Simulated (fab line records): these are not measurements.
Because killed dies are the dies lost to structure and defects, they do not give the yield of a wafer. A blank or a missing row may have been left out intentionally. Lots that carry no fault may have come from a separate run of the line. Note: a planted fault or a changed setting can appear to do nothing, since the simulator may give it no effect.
fab line records	flow sky130
[record] lots = 9	wafers = 27	last-day = 50
route steps=708 shown VIA1@482 METAL2@485 VIA2@508 PAD_OPEN@708
lots that met no fault: taken from a fault-free run of the same line
start-h: hours from the record's opening day to when the first of the lot's shown wafers began	wait-h: hours since the lot's step before	" identical to the entry in the row above	L1.1+2: a single row standing in for several wafers	- no value present, or no start provided	* or withheld: withheld	< > ~ a bound
route shown NAME@n: NAME is a module with steps in the file, n the number in the route of the first one	usual: mean and standard deviation over wafers with no fault	same: alike in all rows	chamber/n: place in a boat	sites: readings site by site	_std_site: standard deviation of those values	_edge_site: the outer-site mean with the inner-site mean subtracted	radius-mm: how far each site lies from the wafer's centre	mask NAME#n: copy n	behind: the last tool/chamber to shape the wafer	hold: cause of the lot's hold/its duration in hours/its outcome	device: the n, p or np transistor that did not switch	end of line: tests run on the same wafers once the route is complete	step lacking rows: just its recipe	killed: at the first sort, the dies lost to defects and structure; wafer yield is something else	map: per-die view of a wafer (x killed, . not killed, _ where there is no die)
set.NAME: the setting as run; set.NAME@STEP: as run at that earlier step	model.NAME: the simulator's own value behind a step, which no gauge read
steps of the route over a sample of lots; a table a step, a row a wafer
services: a tool's chamber out of use, with start hour (start-h, from the record's first day; less than 0 if before it), hours out, and reason
[[steps]]
[step SKY_VIA1_CMP_24]
[recipe] stop-on = SiO2	t-overpolish-s = 15	down-force-psi = 3.5	platen-rpm = 60	target-thk-nm = 0	pad-velocity-m-s = 0.94248
[usual] motor-current-A = 12.4/1.1	overpolish-run-s = 14.998/0.0092	time-to-endpoint-s = 65.6/2.7
lot.wafer	tool	chamber	start-h	wait-h	motor-current-A	overpolish-run-s	time-to-endpoint-s
L632.3	cmp-02	2	809.92	0.2	13.4	14.999	67.0
L632.5	"	3	"	"	13.4	15.009	62.2
L632.6	"	0	"	"	13.0	15.005	65.7
L636.3	cmp-01	2	835.64	0.1	12.8	15.000	64.2
L636.1	"	3	"	"	10.1	14.991	63.8
L636.6	"	1	"	"	11.7	15.008	66.0
L642.1	cmp-01	1	877.49	0.1	11.3	15.003	66.9
L642.4	"	2	"	"	13.0	14.990	71.6
L642.3	"	3	"	"	10.1	14.994	64.7
L643.3	cmp-01	0	893.75	0.2	11.0	15.013	67.7
L643.6	"	1	"	"	11.5	15.001	63.9
L643.5	"	2	"	"	12.6	15.011	66.6
L646.2	cmp-02	1	917.17	1.5	12.3	15.006	71.9
L646.4	"	2	"	"	13.7	15.010	68.0
L646.3	"	0	"	"	13.2	15.005	68.9
L650.3	cmp-02	1	941.35	0.1	12.0	14.980	65.5
L650.4	"	2	"	"	13.4	15.007	67.9
L650.6	"	0	"	"	12.9	14.986	66.1
L651.1	cmp-01	1	946.88	0.1	11.3	15.006	61.4
L651.6	"	3	"	"	10.3	14.993	61.9
L651.5	"	0	"	"	11.3	15.006	61.2
L653.1	cmp-02	3	956.48	0.7	13.3	14.999	64.3
L653.2	"	1	"	"	12.9	14.999	63.8
L653.5	"	3	"	"	13.4	14.992	66.3
L654.3	cmp-02	2	961.00	0.1	13.3	14.981	62.8
L654.5	"	0	"	"	13.1	14.996	65.6
L654.6	"	1	"	"	13.0	15.004	61.8
[step SKY_METAL2_SPUTTER_02]
[recipe] material = AlCu	target-thk-nm = 250	power-w = 10600	time-s = 13.3	chamber-pressure-pa = 0.4
[usual] cathode-dc-power-W = 10600/2.1	throttle-valve-pct = 29.8/0.98
lot.wafer	tool	chamber	start-h	wait-h	cathode-dc-power-W	throttle-valve-pct
L632.3	pvd-sputter-04	-	810.12	0.0	10599	30.6
L632.5	"	-	"	"	10598	29.9
L632.6	"	-	"	"	10601	30.6
L636.1	pvd-sputter-01	-	835.89	0.0	10600	30.2
L636.3	"	-	"	"	10599	29.9
L636.6	"	-	"	"	10601	28.3
L642.1	pvd-sputter-02	-	877.84	0.0	10600	30.5
L642.3	"	-	"	"	10601	27.9
L642.4	"	-	"	"	10602	28.5
L643.3	pvd-sputter-01	-	893.95	0.0	10599	28.4
L643.5	"	-	"	"	10598	28.1
L643.6	"	-	"	"	10603	30.2
L646.2	pvd-sputter-02	-	917.52	0.0	10602	30.4
L646.3	"	-	"	"	10598	27.4
L646.4	"	-	"	"	10600	30.3
L650.3	pvd-sputter-04	-	941.65	0.0	10600	30.8
L650.4	"	-	"	"	10599	30.5
L650.6	"	-	"	"	10597	30.9
L651.1	pvd-sputter-01	-	947.12	0.0	10600	28.3
L651.5	"	-	"	"	10603	29.6
L651.6	"	-	"	"	10603	28.1
L653.1	pvd-sputter-04	-	956.78	0.0	10601	30.5
L653.2	"	-	"	"	10600	30.7
L653.5	"	-	"	"	10600	30.7
L654.3	pvd-sputter-04	-	961.25	0.0	10603	30.5
L654.5	"	-	"	"	10603	29.5
L654.6	"	-	"	"	10597	30.8
[step SKY_METAL2_ETCH_18]
[recipe] chemistry = N2/H2	target = BARC	ion-energy-ev = 200	bias-w = 100	pressure-mtorr = 30	n2-flow-sccm = 100	h2-flow-sccm = 200	icp-w = 500	stop-on = SiO2	time-s = 45.9	target-depth-a = 600
[usual] bias-w = 100.0/0.32	chamber-pressure-mTorr = 30.001/0.03	drypump-motor-current-A = 5.8/0.4	oes-product-au = 0.854/0.0045	throttle-valve-pct = 13.225/0.0092
lot.wafer	tool	chamber	start-h	wait-h	bias-w	chamber-pressure-mTorr	drypump-motor-current-A	oes-product-au	rf-hours-counter-h	throttle-valve-pct
L632.3	rie-metal-02	0	836.90	0.0	100.2	29.999	5.8	0.854	-	13.233
L632.5	"	0	"	"	100.1	30.013	5.8	0.855	-	13.231
L632.6	"	1	"	"	100.0	30.000	5.7	0.857	-	13.216
L636.1	rie-metal-02	1	862.04	0.0	99.7	30.052	5.7	0.850	11	13.224
L636.3	"	0	"	"	100.1	29.964	5.8	0.856	-	13.235
L636.6	"	0	"	"	99.7	30.024	5.8	0.857	-	13.211
L642.1	rie-metal-02	1	903.65	0.0	-	-	-	-	-	-
L642.3	"	1	"	"	-	-	-	-	-	-
L642.4	"	0	"	"	-	-	-	-	-	-
L643.3	rie-metal-02	0	919.47	0.1	-	-	-	-	-	-
L643.5	"	0	"	"	-	-	-	-	-	-
L643.6	"	0	"	"	-	-	-	-	-	-
L646.2	rie-metal-01	0	942.09	0.0	99.8	30.000	5.8	0.860	17	13.237
L646.3	"	1	"	"	99.8	30.020	5.6	0.856	-	13.230
L646.4	"	0	"	"	99.7	30.025	5.8	0.851	-	13.225
L650.3	rie-metal-04	0	966.52	0.0	100.0	29.950	6.5	0.854	-	13.223
L650.4	"	1	"	"	100.5	30.049	5.3	0.856	-	13.224
L650.6	"	0	"	"	100.5	29.915	6.5	0.857	-	13.232
L651.1	rie-metal-01	1	972.15	0.0	100.3	30.010	5.5	0.857	16	13.222
L651.5	"	1	"	"	100.3	30.000	5.6	0.858	-	13.216
L651.6	"	0	"	"	100.4	29.964	5.8	0.848	-	13.224
L653.1	rie-metal-01	1	980.94	0.0	99.4	29.991	5.6	0.848	16	13.233
L653.2	"	0	"	"	99.9	29.995	5.9	0.853	19	13.230
L653.5	"	1	"	"	99.5	29.974	5.6	0.851	-	13.232
L654.3	rie-metal-04	0	985.52	0.0	99.7	30.017	6.5	0.865	-	13.234
L654.5	"	0	"	"	100.0	29.976	6.5	0.852	-	13.230
L654.6	"	1	"	"	100.0	30.022	5.3	0.851	-	13.234
[step SKY_METAL2_METAL_ETCH_19]
[recipe] target-depth-a = 3600	stop-on = SiO2	over-etch-frac = 0.3	time-s = 78	chemistry = Cl2/BCl3	resist-sidewall-deg = 88	pressure-mtorr = 10	icp-w = 900	bias-w = 48.5	Cl2_flow_sccm = 60	bcl3-flow-sccm = 30
[usual] bcl3-flow-sccm = 29.99/0.094	bias-w = 48.51/0.13	drypump-motor-current-A = 5.7/0.4	oes-product-au = 0.854/0.0057	throttle-valve-pct = 22.265/0.0093
lot.wafer	tool	chamber	start-h	wait-h	bcl3-flow-sccm	bias-w	drypump-motor-current-A	oes-product-au	rf-hours-counter-h	throttle-valve-pct
L632.3	rie-metal-02	0	836.97	0.1	30.03	48.48	5.8	0.852	-	22.265
L632.5	"	0	"	"	29.88	48.38	5.8	0.856	-	22.265
L632.6	"	1	"	"	30.05	48.44	5.7	0.854	-	22.265
L636.1	rie-metal-02	1	862.11	0.0	30.03	48.44	5.7	0.849	11	22.256
L636.3	"	0	"	"	30.06	48.53	5.8	0.848	-	22.276
L636.6	"	0	"	"	30.00	48.54	5.8	0.846	-	22.267
L642.1	rie-metal-02	1	903.71	0.0	29.98	48.53	5.7	0.378	14	22.263
L642.3	"	1	"	"	30.00	48.51	5.7	0.379	-	22.263
L642.4	"	0	"	"	29.93	48.41	5.8	0.377	-	22.261
L643.3	rie-metal-02	0	919.61	0.1	29.93	48.68	5.8	0.381	-	22.259
L643.5	"	0	"	"	29.93	48.52	5.8	0.382	-	22.264
L643.6	"	0	"	"	29.82	48.75	5.8	0.380	-	22.256
L646.2	rie-metal-01	0	942.16	0.0	30.12	48.46	5.8	0.860	17	22.261
L646.3	"	1	"	"	30.01	48.40	5.5	0.851	-	22.257
L646.4	"	0	"	"	30.12	48.66	5.8	0.854	-	22.288
L650.3	rie-metal-04	0	966.59	0.1	29.95	48.49	6.4	0.858	-	22.270
L650.4	"	1	"	"	30.04	48.49	5.3	0.853	-	22.272
L650.6	"	0	"	"	29.92	48.60	6.4	0.857	-	22.266
L651.1	rie-metal-01	1	972.21	0.0	29.85	48.65	5.5	0.865	16	22.253
L651.5	"	1	"	"	29.92	48.41	5.6	0.859	-	22.265
L651.6	"	0	"	"	29.82	48.40	5.9	0.858	-	22.267
L653.1	rie-metal-01	1	981.01	0.0	30.01	48.37	5.5	0.858	16	22.252
L653.2	"	0	"	"	30.05	48.70	5.8	0.852	19	22.258
L653.5	"	1	"	"	30.06	48.56	5.6	0.857	-	22.263
L654.3	rie-metal-04	0	985.59	0.1	30.18	48.49	6.5	0.841	-	22.267
L654.5	"	0	"	"	30.16	48.37	6.5	0.850	-	22.263
L654.6	"	1	"	"	29.98	48.20	5.3	0.856	-	22.248
[step SKY_METAL2_STRIP_20]
[recipe] chemistry = O2/N2	power-w = 1400	pressure-mtorr = 1500	platen-temp-c = withheld	o2-flow-sccm = 3000	n2-flow-sccm = 300	overash-fraction = 0.5
[usual] drypump-motor-current-A = 6.1/0.47	oes-product-au = 0.342/0.0052	strip-time-to-endpoint-s = 2.69/0.048
lot.wafer	tool	chamber	start-h	wait-h	drypump-motor-current-A	oes-product-au	rf-hours-counter-h	strip-time-to-endpoint-s
L632.3	plasma-asher-02	1	837.07	0.1	4.8	0.358	-	2.76
L632.5	"	0	"	"	6.5	0.352	-	2.81
L632.6	"	1	"	"	4.9	0.339	-	2.71
L636.1	plasma-asher-02	0	862.20	0.1	6.6	0.345	73	2.70
L636.3	"	0	"	"	6.6	0.341	-	2.75
L636.6	"	1	"	"	4.9	0.353	-	2.72
L642.1	plasma-asher-02	0	903.80	0.1	6.5	0.364	78	3.15
L642.3	"	0	"	"	6.5	0.366	-	3.17
L642.4	"	1	"	"	4.9	0.362	-	3.20
L643.3	plasma-asher-04	0	919.77	0.1	6.4	0.356	-	3.20
L643.5	"	0	"	"	6.5	0.369	-	3.21
L643.6	"	1	"	"	6.4	0.363	-	3.21
L646.2	plasma-asher-03	0	942.25	0.1	6.1	0.342	113	2.70
L646.3	"	1	"	"	6.3	0.342	-	2.67
L646.4	"	0	"	"	6.1	0.343	-	2.73
L650.3	plasma-asher-02	0	966.68	0.1	6.5	0.348	-	2.79
L650.4	"	1	"	"	4.9	0.335	-	2.60
L650.6	"	1	"	"	4.9	0.344	-	2.76
L651.1	plasma-asher-03	0	972.30	0.1	6.1	0.343	117	2.69
L651.5	"	0	"	"	6.1	0.349	-	2.71
L651.6	"	1	"	"	6.3	0.344	-	2.76
L653.1	plasma-asher-03	0	981.10	0.1	6.1	0.337	118	2.67
L653.2	"	1	"	"	6.3	0.345	118	2.68
L653.5	"	1	"	"	6.3	0.341	-	2.69
L654.3	plasma-asher-03	1	985.68	0.1	6.3	0.344	-	2.75
L654.5	"	1	"	"	6.3	0.346	-	2.74
L654.6	"	0	"	"	6.1	0.340	-	2.62
[step SKY_VIA2_THK_MEAS_01]
[recipe] reads = SiO2_of_VIA2_HDPCVD_00
[usual] VIA2_HDPCVD_THK = 1186/14
lot.wafer	tool	chamber	start-h	wait-h	VIA2_HDPCVD_THK[nm]
L632.3	film-metro-03	-	837.86	0.1	1205
L632.5	"	-	"	"	1184
L632.6	"	-	"	"	1196
L636.1	film-metro-03	-	863.32	0.1	1180
L636.3	"	-	"	"	1186
L636.6	"	-	"	"	1194
L646.2	film-metro-04	-	943.04	0.1	1187
L646.3	"	-	"	"	1184
L646.4	"	-	"	"	1176
L650.3	film-metro-01	-	967.46	0.1	1176
L650.4	"	-	"	"	1157
L650.6	"	-	"	"	1192
L651.1	film-metro-01	-	973.09	0.1	1179
L651.5	"	-	"	"	1171
L651.6	"	-	"	"	1167
L653.1	film-metro-01	-	981.81	0.1	1187
L653.2	"	-	"	"	1187
L653.5	"	-	"	"	1187
L654.3	film-metro-01	-	986.39	0.1	1163
L654.5	"	-	"	"	1177
L654.6	"	-	"	"	1181
[step SKY_PAD_OPEN_PROBE_99]
[usual] defect-limited-yield = 82.5/1.9	killed_at_M0_to_M3 = 43/7.6	killed_at_M4_up = 2.9/1.7	killed-at-contacts = 24/5.5	killed-at-front-end = 15/4.2	killed-at-other = 0.3/0.52	killed-dies = 86/9.4	killed-on-rim = 17/4	killed-open = 47/7	killed-short = 39/6.4	sort_bin_3_pad_short = 0.9/0.4	sort_bin_5_function = 10.3/1.6	sort_bin_6_memory = 6.2/1.1	sort-n-pass = 406/9.4	sort-yield-pct = 82.5/1.9
[same] gross-dies = 492	killed-at-back-side = 0	sort_bin_4_leakage[%] = 0	sort_bin_8_speed[%] = 0
lot.wafer	tool	chamber	start-h	wait-h	defect-limited-yield[%]	killed_at_M0_to_M3	killed_at_M4_up	killed-at-contacts	killed-at-front-end	killed-at-other	killed-dies	killed-on-rim	killed-open	killed-short	sort_bin_3_pad_short[%]	sort_bin_5_function[%]	sort_bin_6_memory[%]	sort-n-pass	sort-yield-pct[%]
L632.3	prober-02	-	1089.33	0.2	80.5	47	3	28	18	0	96	17	51	44	1.0	10.6	7.9	396	80.5
L632.5	prober-02	-	1089.43	0.2	81.5	55	2	19	14	1	91	20	48	42	0.4	12.8	5.3	401	81.5
L632.6	prober-02	-	1089.48	0.2	86.0	34	1	22	11	1	69	19	44	24	0.6	8.5	4.9	423	86.0
L636.1	prober-01	-	1108.65	0.1	80.9	54	2	22	16	0	94	11	51	43	1.4	11.4	6.3	398	80.9
L636.3	prober-01	-	1108.75	0.2	81.7	43	3	23	21	0	90	17	56	34	1.4	12.2	4.7	402	81.7
L636.6	prober-01	-	1108.90	0.2	81.1	43	6	24	20	0	93	17	45	48	1.0	12.4	5.5	399	81.1
L642.1	prober-01	-	1143.60	0.1	0	450	4	27	11	0	492	96	50	33	0.4	94.3	5.3	0	0
L642.3	prober-01	-	1143.70	0.2	0	447	1	30	14	0	492	96	45	44	0.6	93.9	5.5	0	0
L642.4	prober-01	-	1143.75	0.2	0	443	2	28	19	0	492	96	54	26	0.6	92.7	6.7	0	0
L643.3	prober-02	-	1152.03	0.2	0	440	4	25	23	0	492	96	53	45	1.4	91.7	6.9	0	0
L643.5	prober-02	-	1152.13	0.2	0	463	0	22	7	0	492	96	27	40	0.6	94.7	4.7	0	0
L643.6	prober-02	-	1152.18	0.2	0	443	2	30	17	0	492	96	54	32	0.6	92.7	6.7	0	0
L646.2	prober-01	-	1169.46	0.1	77.4	57	8	28	18	0	111	26	54	57	1.0	12.4	9.1	381	77.4
L646.3	prober-01	-	1169.51	0.2	82.5	39	5	27	13	2	86	17	49	37	0.4	11.6	5.5	406	82.5
L646.4	prober-01	-	1169.56	0.2	81.5	46	1	29	15	0	91	21	48	43	1.0	10.4	7.1	401	81.5
L650.3	prober-01	-	1185.45	0.2	79.7	45	1	31	22	1	100	18	59	41	1.8	9.8	8.7	392	79.7
L650.4	prober-01	-	1185.50	0.2	83.7	37	3	33	7	0	80	17	44	36	1.2	10.2	4.9	412	83.7
L650.6	prober-01	-	1185.60	0.2	81.5	42	4	26	19	0	91	17	49	40	0.8	11.8	5.9	401	81.5
L651.1	prober-02	-	1190.13	0.1	80.1	53	3	21	21	0	98	20	51	47	1.2	12.8	5.9	394	80.1
L651.5	prober-02	-	1190.33	0.2	85.0	39	5	16	13	1	74	21	44	30	1.2	8.1	5.7	418	85.0
L651.6	prober-02	-	1190.38	0.2	80.9	48	2	22	22	0	94	17	56	38	0.8	11.0	7.3	398	80.9
L653.1	prober-02	-	1195.88	0.1	85.8	30	3	27	10	0	70	11	39	31	1.0	7.1	6.1	422	85.8
L653.2	prober-02	-	1195.93	0.1	85.2	33	5	26	9	0	73	13	41	32	2.0	7.3	5.5	419	85.2
L653.5	prober-02	-	1196.08	0.2	85.4	39	0	17	16	0	72	21	43	29	1.0	7.7	5.9	420	85.4
L654.3	prober-01	-	1198.93	0.2	81.9	43	3	26	17	0	89	20	51	37	1.4	10.4	6.3	403	81.9
L654.5	prober-01	-	1199.03	0.2	83.7	41	5	18	16	0	80	14	44	35	0	10.0	6.3	412	83.7
L654.6	prober-01	-	1199.08	0.2	82.3	47	1	26	13	0	87	20	40	47	0.6	10.8	6.3	405	82.3
// killed by level:class
L632.3 VIA1:geometric-particle:open=14 CONTACT:geometric-particle:open=11 METAL2:geometric-particle:short=9 POLY_GATE:geometric-particle:short=7 CONTACT:geometric-particle:short=6 POLY_GATE:geometric-particle:open=5 LI_CONTACT:geometric-particle:open=4 VIA2:geometric-particle:open=4
L632.5 METAL1:geometric-particle:short=10 VIA3:geometric-particle:open=10 VIA2:geometric-particle:open=9 CONTACT:geometric-particle:open=7 VIA1:geometric-particle:short=7 POLY_GATE:geometric-particle:open=5 LI_CONTACT:geometric-particle:open=5 VIA1:geometric-particle:open=4
L632.6 VIA1:geometric-particle:open=12 CONTACT:geometric-particle:open=9 LI_CONTACT:geometric-particle:open=6 FIELD_ISO:geometric-particle:open=4 CONTACT:geometric-particle:short=4 VIA2:geometric-particle:open=4 VIA3:geometric-particle:open=4 VIA1:geometric-particle:short=3
L636.1 VIA1:geometric-particle:open=13 VIA2:geometric-particle:open=7 LI_CONTACT:geometric-particle:open=6 CONTACT:geometric-particle:open=6 METAL1:geometric-particle:short=6 VIA1:geometric-particle:short=5 VIA3:geometric-particle:open=5 POLY_GATE:geometric-particle:open=4
L636.3 VIA2:geometric-particle:open=10 CONTACT:geometric-particle:open=8 VIA1:geometric-particle:open=8 POLY_GATE:geometric-particle:open=7 LI_CONTACT:geometric-particle:open=7 FIELD_ISO:geometric-particle:short=6 VIA3:geometric-particle:open=6 FIELD_ISO:geometric-particle:open=4
L636.6 CONTACT:geometric-particle:short=8 CONTACT:geometric-particle:open=8 VIA3:geometric-particle:open=8 POLY_GATE:geometric-particle:open=7 METAL3:geometric-particle:short=6 FIELD_ISO:geometric-particle:short=5 VIA2:geometric-particle:open=5 VIA1:geometric-particle:open=5
L642.1 METAL2:area-etch=409 CONTACT:geometric-particle:open=10 VIA1:geometric-particle:open=10 LI_CONTACT:geometric-particle:open=9 VIA2:geometric-particle:open=7 VIA1:geometric-particle:short=5 CONTACT:geometric-particle:short=5 VIA3:geometric-particle:short=5
L642.3 METAL2:area-etch=403 LI_CONTACT:geometric-particle:open=12 METAL2:geometric-particle:short=11 CONTACT:geometric-particle:short=7 CONTACT:geometric-particle:open=7 VIA1:geometric-particle:open=7 METAL1:geometric-particle:short=6 POLY_GATE:geometric-particle:open=5
L642.4 METAL2:area-etch=412 CONTACT:geometric-particle:open=16 VIA3:geometric-particle:open=10 VIA1:geometric-particle:open=6 LI_CONTACT:geometric-particle:open=6 POLY_GATE:geometric-particle:open=5 FIELD_ISO:geometric-particle:open=4 POLY_GATE:geometric-particle:short=4
L643.3 METAL2:area-etch=394 VIA1:geometric-particle:open=12 CONTACT:geometric-particle:open=9 VIA2:geometric-particle:open=8 FIELD_ISO:geometric-particle:short=7 POLY_GATE:geometric-particle:short=7 LOCAL_INTERCONNECT:geometric-particle:short=7 FIELD_ISO:geometric-particle:open=6
L643.5 METAL2:area-etch=424 VIA3:geometric-particle:short=8 VIA1:geometric-particle:open=8 LI_CONTACT:geometric-particle:open=6 CONTACT:geometric-particle:short=5 CONTACT:geometric-particle:open=5 LOCAL_INTERCONNECT:geometric-particle:short=4 METAL2:geometric-particle:short=4
L643.6 METAL2:area-etch=406 CONTACT:geometric-particle:open=13 LI_CONTACT:geometric-particle:open=8 FIELD_ISO:geometric-particle:open=7 VIA1:geometric-particle:open=7 VIA3:geometric-particle:open=7 VIA2:geometric-particle:open=6 CONTACT:geometric-particle:short=6
L646.2 METAL1:geometric-particle:short=11 CONTACT:geometric-particle:open=10 VIA1:geometric-particle:open=8 VIA3:geometric-particle:open=7 CONTACT:geometric-particle:short=6 METAL2:geometric-particle:short=6 METAL3:geometric-particle:short=6 METAL4:geometric-particle:short=5
L646.3 CONTACT:geometric-particle:open=11 VIA1:geometric-particle:open=9 LI_CONTACT:geometric-particle:open=7 METAL1:geometric-particle:short=7 VIA3:geometric-particle:open=6 CONTACT:geometric-particle:short=5 VIA2:geometric-particle:open=5 METAL4:geometric-particle:short=5
L646.4 VIA1:geometric-particle:open=12 CONTACT:geometric-particle:open=12 METAL1:geometric-particle:short=9 VIA3:geometric-particle:open=9 LOCAL_INTERCONNECT:geometric-particle:short=6 LI_CONTACT:geometric-particle:open=5 POLY_GATE:geometric-particle:short=4 METAL2:geometric-particle:short=4
L650.3 CONTACT:geometric-particle:open=14 VIA1:geometric-particle:open=13 LI_CONTACT:geometric-particle:open=8 POLY_GATE:geometric-particle:open=7 VIA1:geometric-particle:short=7 METAL3:geometric-particle:short=5 METAL1:geometric-particle:short=5 VIA2:geometric-particle:open=5
L650.4 VIA1:geometric-particle:open=9 CONTACT:geometric-particle:open=7 VIA2:geometric-particle:open=7 LI_CONTACT:geometric-particle:open=7 CONTACT:geometric-particle:short=7 LOCAL_INTERCONNECT:geometric-particle:short=5 VIA1:geometric-particle:short=5 LI_CONTACT:geometric-particle:short=4
L650.6 VIA1:geometric-particle:open=17 CONTACT:geometric-particle:open=9 METAL2:geometric-particle:short=7 LI_CONTACT:geometric-particle:open=5 LOCAL_INTERCONNECT:geometric-particle:short=5 VIA1:geometric-particle:short=5 POLY_GATE:geometric-particle:open=4 POLY_GATE:geometric-particle:short=4
L651.1 VIA1:geometric-particle:open=13 METAL2:geometric-particle:short=10 VIA2:geometric-particle:open=9 CONTACT:geometric-particle:open=6 LI_CONTACT:geometric-particle:open=5 VIA1:geometric-particle:short=5 POLY_GATE:geometric-particle:short=4 LOCAL_INTERCONNECT:geometric-particle:short=4
L651.5 VIA1:geometric-particle:open=8 METAL2:geometric-particle:short=7 VIA3:geometric-particle:open=6 VIA2:geometric-particle:open=6 CONTACT:geometric-particle:open=5 POLY_GATE:geometric-particle:open=4 CONTACT:geometric-particle:short=4 FIELD_ISO:geometric-particle:open=3
L651.6 VIA3:geometric-particle:open=14 CONTACT:geometric-particle:open=8 VIA1:geometric-particle:open=8 LI_CONTACT:geometric-particle:open=7 POLY_GATE:geometric-particle:open=6 VIA1:geometric-particle:short=6 FIELD_ISO:geometric-particle:open=5 FIELD_ISO:geometric-particle:short=4
L653.1 LI_CONTACT:geometric-particle:open=8 CONTACT:geometric-particle:open=8 VIA1:geometric-particle:open=7 LOCAL_INTERCONNECT:geometric-particle:short=5 CONTACT:geometric-particle:short=5 METAL1:geometric-particle:short=5 FIELD_ISO:geometric-particle:open=4 VIA2:geometric-particle:open=4
L653.2 CONTACT:geometric-particle:open=9 VIA3:geometric-particle:open=8 LOCAL_INTERCONNECT:geometric-particle:short=6 VIA1:geometric-particle:open=5 METAL1:geometric-particle:short=5 VIA2:geometric-particle:open=4 CONTACT:geometric-particle:short=3 LI_CONTACT:geometric-particle:open=3
L653.5 VIA1:geometric-particle:open=8 LI_CONTACT:geometric-particle:open=7 VIA2:geometric-particle:open=6 FIELD_ISO:geometric-particle:short=5 FIELD_ISO:geometric-particle:open=5 METAL1:geometric-particle:short=5 VIA3:geometric-particle:open=5 METAL2:geometric-particle:short=4
L654.3 VIA1:geometric-particle:open=11 CONTACT:geometric-particle:open=9 VIA3:geometric-particle:open=8 METAL1:geometric-particle:short=6 POLY_GATE:geometric-particle:short=5 LI_CONTACT:geometric-particle:open=5 CONTACT:geometric-particle:short=5 VIA2:geometric-particle:open=4
L654.5 VIA1:geometric-particle:open=9 CONTACT:geometric-particle:open=8 METAL1:geometric-particle:short=6 VIA2:geometric-particle:open=6 POLY_GATE:geometric-particle:short=5 LI_CONTACT:geometric-particle:open=5 VIA2:geometric-particle:short=5 METAL2:geometric-particle:short=4
L654.6 VIA1:geometric-particle:open=12 CONTACT:geometric-particle:open=9 FIELD_ISO:geometric-particle:short=7 LOCAL_INTERCONNECT:geometric-particle:short=7 VIA1:geometric-particle:short=7 METAL2:geometric-particle:short=7 VIA3:geometric-particle:open=7 LI_CONTACT:geometric-particle:open=4
[[services]]
tool	chamber	start-h	hours	kind
cmp-02	-	818.03	0.3	repair
pvd-sputter-04	-	827.80	9.9	repair
rie-metal-04	-	833.85	0.3	repair
cmp-02	-	853.09	0.6	repair
pvd-sputter-04	-	866.49	0.6	repair
rie-metal-02	1	909.40	12.3	repair
cmp-01	-	912.61	5.7	pm
cmp-01	-	918.34	4.0	pm
cmp-01	-	922.34	-	consumable-replace:conditioner
cmp-01	-	922.34	-	consumable-replace:pad
plasma-asher-03	-	931.66	2.8	pm
rie-metal-04	0	934.91	-	clean
rie-metal-04	0	934.91	14.8	scheduled-down
rie-metal-04	0	934.91	14.8	vent-cycle
rie-metal-02	-	935.83	11.6	repair
pvd-sputter-01	-	938.20	8.3	repair
pvd-sputter-02	-	948.84	3.7	repair
rie-metal-01	1	950.22	1.2	repair
plasma-asher-02	-	954.79	4.0	pm
pvd-sputter-04	0	958.13	-	consumable-replace:kit
rie-metal-02	-	958.62	2.8	pm
pvd-sputter-02	-	977.74	13.3	repair
plasma-asher-02	-	977.84	8.9	repair
pvd-sputter-02	-	984.20	0.8	repair
[[key]]
[first-sign] step = SKY_METAL2_ETCH_18	reading = tool-record	direction = missing
[effect] step = SKY_METAL2_METAL_ETCH_19	reading = oes-product-au	direction = down	sigmas = 83	usual = 0.854	struck = 0.380
[effect] step = SKY_METAL2_STRIP_20	reading = strip-time-to-endpoint-s	direction = up	sigmas = 10	usual = *	struck = *
[effect] step = SKY_PAD_OPEN_PROBE_99	reading = killed_at_M0_to_M3	direction = up	sigmas = 53	usual = 43	struck = 448
[more-kills-born-at] SKY_METAL2_ETCH_18@rie-metal-02 = 2448
met-at SKY_METAL2_ETCH_18
struck-lots L642,L643
later-rows-left-out L642.1,L642.3,L642.4,L643.3,L643.5,L643.6
not-acting-at SKY_VIA1_CMP_24,SKY_METAL2_SPUTTER_02,SKY_VIA2_THK_MEAS_01
onset-between 862.04 903.65
[fault] kind = skipped-step-whole	tool = rie-metal-02	chamber = -	onset-h = 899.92	steps = SKY_METAL2_ETCH_18	scope = struck-lots-only
// later-rows-left-out: the simulator's readings of these wafers behind a module that went badly wrong aren't trusted and aren't shown, but for the sort
